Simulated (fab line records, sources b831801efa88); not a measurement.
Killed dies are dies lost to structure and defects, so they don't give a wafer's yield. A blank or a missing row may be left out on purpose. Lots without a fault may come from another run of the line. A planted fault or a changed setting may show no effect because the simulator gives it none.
fab line records | flow sky130
record lots=7 wafers=21 last_day=50
route steps=708 shown LDD_HVP@285 LDD_LDN@289
lots that met no fault: from a run of the same line without faults
start_h: hours from the record's first day to the start of the lot's first wafer shown | wait_h: hours since the lot's step before | " the same as in the row above | L1.1+2: a row that stands for several wafers | - no value, or no start given | * or withheld: withheld | < > ~ a bound
route shown NAME@n: a module of which the file shows steps, and the number in the route of the first | usual: mean/standard deviation of fault-free wafers | same: alike in all rows | chamber/n: place in a boat | sites: the reading at each site | _std_site: their standard deviation | _edge_site: outer sites' mean less inner sites' | radius_mm: how far each site lies from the wafer's centre | mask NAME#n: copy n | behind: the tool/chamber that last shaped the wafer | hold: why the lot was held/for how many hours/how that ended | device: the transistor (n, p or np) that didn't switch | end of line: the same wafers' tests at the end of the route | a step without rows: its recipe alone | killed: dies lost to structure and defects at the first sort, not the wafer's yield | map: a wafer's dies, x killed, . not, _ none there
set.NAME: the setting as run; set.NAME@STEP: as run at that earlier step | model.NAME: the simulator's own value behind a step, which no gauge read
lots at some steps of the route; a table a step, a row a wafer
services: from which hour (start_h, from the record's first day; less than 0 if before it) a tool's chamber was out of use, for how many hours, and why
## steps
# step SKY_LDD_HVP_OVL_MEAS_07
# usual LDD_HVP_OVL=0.0/1.6
# columns lot.wafer tool chamber start_h wait_h LDD_HVP_OVL[nm]
L123.1 overlay-02 - 496.88 0.1 0.1
L123.5 " - " " 0.8
L123.6 " - " " -1.2
L130.1 overlay-02 - 589.89 0.1 -0.5
L130.2 " - " " 0.0
L130.3 " - " " -0.2
L132.2 overlay-01 - 595.06 0.1 -1.7
L132.3 " - " " -0.7
L132.5 " - " " 0.2
L133.1 overlay-02 - 599.56 0.1 -0.3
L133.2 " - " " 0.6
L133.5 " - " " -2.0
L135.1 overlay-01 - 632.46 0.1 1.5
L135.4 " - " " -0.2
L135.5 " - " " -0.8
L143.2 overlay-01 - 682.16 0.1 0.4
L143.4 " - " " 1.2
L143.5 " - " " -0.5
L145.1 overlay-02 - 687.03 0.1 0.8
L145.3 " - " " 2.7
L145.4 " - " " -0.3
# step SKY_LDD_HVP_IMPLANT_08
# recipe species=B energy_kev=20 dose_cm2=1.7e+13 tilt_deg=17.9
# step SKY_LDD_HVP_STRIP_09
# recipe chemistry=O2/N2 power_w=1400 pressure_mtorr=1500 platen_temp_c=withheld o2_flow_sccm=3000 n2_flow_sccm=300 overash_fraction=0.5
# usual drypump_motor_current_A=5.77/0.2 oes_product_au=0.408/0.0046 strip_time_to_endpoint_s=4.133/0.014
# columns lot.wafer tool chamber start_h wait_h drypump_motor_current_A oes_product_au rf_hours_counter_h strip_time_to_endpoint_s
L123.1 plasma_asher-02 0 497.07 0.1 5.54 0.406 69 4.121
L123.5 " 0 " " 5.53 0.408 - 4.125
L123.6 " 1 " " 5.91 0.413 - 4.122
L130.1 plasma_asher-01 0 590.07 0.1 5.83 0.419 88 4.114
L130.2 " 1 " " 5.77 0.414 88 4.131
L130.3 " 1 " " 5.77 0.412 - 4.133
L132.2 plasma_asher-02 1 595.24 0.1 5.85 0.414 80 4.131
L132.3 " 0 " " 5.53 0.405 - 4.150
L132.5 " 1 " " 5.90 0.408 - 4.137
L133.1 plasma_asher-02 0 599.74 0.1 5.52 0.415 80 4.119
L133.2 " 1 " " 5.94 0.400 80 4.123
L133.5 " 1 " " 5.90 0.406 - 4.114
L135.1 plasma_asher-03 0 632.64 0.1 6.06 0.401 48 4.129
L135.4 " 0 " " 6.07 0.403 - 4.129
L135.5 " 1 " " 5.57 0.407 - 4.133
L143.2 plasma_asher-03 0 682.34 0.1 6.05 0.419 53 4.138
L143.4 " 0 " " 6.07 0.406 - 4.155
L143.5 " 1 " " 5.56 0.417 - 4.145
L145.1 plasma_asher-03 1 687.22 0.1 5.58 0.410 54 4.144
L145.3 " 1 " " 5.58 0.409 - 4.138
L145.4 " 0 " " 6.04 0.408 - 4.123
# step SKY_LDD_HVP_TW_MEAS_10
# usual LDD_HVP_TW=457/4.1
# columns lot.wafer tool chamber start_h wait_h LDD_HVP_TW
L123.1 film_metro-04 - 497.17 0.1 463
L123.5 " - " " 462
L123.6 " - " " 463
L130.1 film_metro-04 - 590.17 0.1 462
L130.2 " - " " 460
L130.3 " - " " 462
L132.2 film_metro-01 - 595.35 0.1 452
L132.3 " - " " 452
L132.5 " - " " 453
L133.1 film_metro-03 - 599.84 0.1 457
L133.2 " - " " 457
L133.5 " - " " 456
L135.1 film_metro-01 - 632.74 0.1 455
L135.4 " - " " 454
L135.5 " - " " 454
L143.2 film_metro-03 - 682.45 0.1 457
L143.4 " - " " 453
L143.5 " - " " 455
L145.1 film_metro-04 - 687.32 0.1 461
L145.3 " - " " 461
L145.4 " - " " 463
# step SKY_LDD_LDN_DEHYDRATE_00
# recipe temp_c=200 time_s=60
# step SKY_LDD_LDN_HMDS_01
# recipe prime_time_s=60 prime_temp_c=120
# step SKY_LDD_LDN_COAT_02
# recipe resist=NOVOLAK spin_rpm=3000 resist_thk_nm=1140
# step SKY_LDD_LDN_SOFTBAKE_03
# recipe temp_c=90 time_s=60 resist=NOVOLAK
# step SKY_LDD_LDN_EXPOSE_04
# recipe mask_id=LDNTM na=0.6 source_shape=conventional sigma_outer=0.6 polarization=unpolarized target_cd_nm=700 dose_mj=140
# step SKY_LDD_LDN_PEB_05
# recipe temp_c=withheld time_s=* resist=NOVOLAK
# step SKY_LDD_LDN_DEVELOP_06
# recipe resist=NOVOLAK developer=TMAH develop_time_s=60 dev_temp_c=23
# step SKY_LDD_LDN_OVL_MEAS_07
# usual LDD_LDN_OVL=0.3/1.4
# columns lot.wafer tool chamber start_h wait_h LDD_LDN_OVL[nm]
L123.1 overlay-02 - 527.26 0.1 0.4
L123.5 " - " " -0.4
L123.6 " - " " 0.0
L130.1 overlay-01 - 619.41 0.1 0.8
L130.2 " - " " 0.2
L130.3 " - " " -0.1
L132.2 overlay-02 - 624.11 0.1 1.6
L132.3 " - " " 0.2
L132.5 " - " " 0.7
L133.1 overlay-01 - 629.56 0.1 0.5
L133.2 " - " " 1.4
L133.5 " - " " 2.0
L135.1 overlay-01 - 661.55 0.1 -0.8
L135.4 " - " " -1.3
L135.5 " - " " -1.0
L143.2 overlay-02 - 710.26 0.1 2.3
L143.4 " - " " 2.7
L143.5 " - " " 1.8
L145.1 overlay-01 - 714.70 0.1 0.6
L145.3 " - " " -1.1
L145.4 " - " " -0.9
# step SKY_LDD_LDN_IMPLANT_08
# recipe species=As energy_kev=15 dose_cm2=1.25e+13 tilt_deg=withheld rotation_deg=23
# usual beam_energy_keV=14.999/0.0045
# columns lot.wafer tool chamber start_h wait_h beam_energy_keV model.implant.drp_nm
L123.1 implanter-04 0 527.29 0.0 15.008 5.933
L123.5 " 0 " " 15.000 5.933
L123.6 " 0 " " 15.001 5.933
L130.1 implanter-04 0 619.44 0.0 15.337 6.022
L130.2 " 0 " " 15.345 6.022
L130.3 " 0 " " 15.339 6.022
L132.2 implanter-04 0 624.17 0.0 15.334 6.022
L132.3 " 0 " " 15.338 6.022
L132.5 " 0 " " 15.333 6.022
L133.1 implanter-04 0 629.59 0.0 15.334 6.022
L133.2 " 0 " " 15.331 6.022
L133.5 " 0 " " 15.336 6.022
L135.1 implanter-02 0 661.58 0.0 14.998 5.933
L135.4 " 0 " " 14.998 5.933
L135.5 " 0 " " 14.994 5.933
L143.2 implanter-02 0 710.32 0.0 15.000 5.933
L143.4 " 0 " " 15.004 5.933
L143.5 " 0 " " 15.002 5.933
L145.1 implanter-02 0 714.73 0.0 15.007 5.933
L145.3 " 0 " " 15.005 5.933
L145.4 " 0 " " 14.989 5.933
# step SKY_LDD_LDN_IMPLANT_09
# recipe species=As energy_kev=14.76 dose_cm2=1.25e+13 tilt_deg=withheld rotation_deg=113
## services
# columns tool chamber start_h hours kind
plasma_asher-01 - 511.13 0.3 repair
implanter-04 - 518.96 4.5 repair
plasma_asher-01 - 542.79 3.3 repair
implanter-04 - 542.82 3.5 pm
plasma_asher-03 - 561.19 14.6 pm
implanter-04 - 588.89 4.0 repair
implanter-04 - 606.89 3.8 pm
implanter-02 - 613.87 17.7 pm
plasma_asher-01 - 615.14 4.3 pm
implanter-02 - 635.12 22.5 pm
plasma_asher-02 - 643.89 1.7 repair
implanter-04 - 656.27 1.5 repair
implanter-02 - 671.83 2.1 repair
implanter-04 - 699.48 6.9 repair
## key
first_sign step=SKY_LDD_LDN_IMPLANT_08 reading=beam_energy_keV direction=up sigmas=75 usual=* struck=*
effect none on later readings
model_effect step=SKY_LDD_LDN_IMPLANT_08 value=implant.drp_nm without=5.933 struck=6.022
met_at SKY_LDD_LDN_IMPLANT_08
struck_wafers L130.1,L130.2,L130.3,L132.2,L132.3,L132.5,L133.1,L133.2,L133.5
tester_left_out L130,L132,L133
onset_between 527.29 619.44
fault kind=process_parameter_drift tool=implanter-04 chamber=- onset_h=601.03 steps=SKY_LDD_LDN_IMPLANT_08 channel=energy_kev offset=* shape=step end_h=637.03 acts_in=* stated=*
# tester_left_out: of these lots the tester's yield and bins aren't shown, on N5 and GAA mostly nor the transistor test; their killed dies are dies lost to structure and defects alone, not to doping, threshold or leakage, so they don't give the yield
